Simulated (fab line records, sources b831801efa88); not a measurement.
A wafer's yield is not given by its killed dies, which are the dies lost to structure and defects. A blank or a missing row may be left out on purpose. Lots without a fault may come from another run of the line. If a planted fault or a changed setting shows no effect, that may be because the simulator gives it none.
The tool behind it: which one? | flow gf180mcu | 6 lots, 18 wafers sampled, at 2 steps of a route of 602

WHAT EACH GAUGE READ, for each wafer
GF_NSD_OVL_MEAS_08.
lot  | measured     | on         | NSD_OVL (nm)
L220 | day 13 18:37 | overlay-02 | 2.4 3.5 0.9
L228 | day 16 17:45 | overlay-01 | 2.5 0.5 2.1
L230 | day 17 12:35 | overlay-01 | 1.8 2.3 2.0
L236 | day 19 05:12 | overlay-02 | 0.1 0.6 1.3
L238 | day 19 18:45 | overlay-01 | 2.6 0.4 2.2
L240 | day 20 13:50 | overlay-01 | 2.6 0.3 1.4

WHICH TOOL RAN EACH LOT (tool, then ch and the chambers of the sampled wafers, then the start)
lot  | GF_HV_LDD_ETCHBACK_58
L220 | rieDiel-03 ch 1,2,3, day 12 22:59
L228 | rieDiel-02 ch 0,2,3, day 15 20:08
L230 | rieDiel-02 ch 0,1,3, day 16 14:59
L236 | rieDiel-03 ch 1,2, day 18 04:52
L238 | rieDiel-04 ch 0,2,3, day 18 18:54
L240 | rieDiel-04 ch 0,2, day 19 12:33
- GF_HV_LDD_ETCHBACK_58: etches Si3N4 in CH3F/O2, stops on SiO2, time 100 s, target depth 90 nm.

THE ANSWER, worked out from the rows above alone
Rule: the usual values come from the lots themselves. Put in order of their means at a reading, lots are off if they are a third of the lots or fewer, leave a main group of 4 or more, and stand apart from it by a gap of 3 or more times the standard deviation of the main group's means; of several such gaps the widest counts. A main group whose means are all the same, to the digits that the tables above print for the reading, isn't used. A lot without any number at a reading at which 4 lots or more have one is off too. All remaining lots with rows at the step are treated as sound.
No lot is off at any reading shown: from this, nothing can be told.

WHAT THE SIMULATOR HAD INSERTED
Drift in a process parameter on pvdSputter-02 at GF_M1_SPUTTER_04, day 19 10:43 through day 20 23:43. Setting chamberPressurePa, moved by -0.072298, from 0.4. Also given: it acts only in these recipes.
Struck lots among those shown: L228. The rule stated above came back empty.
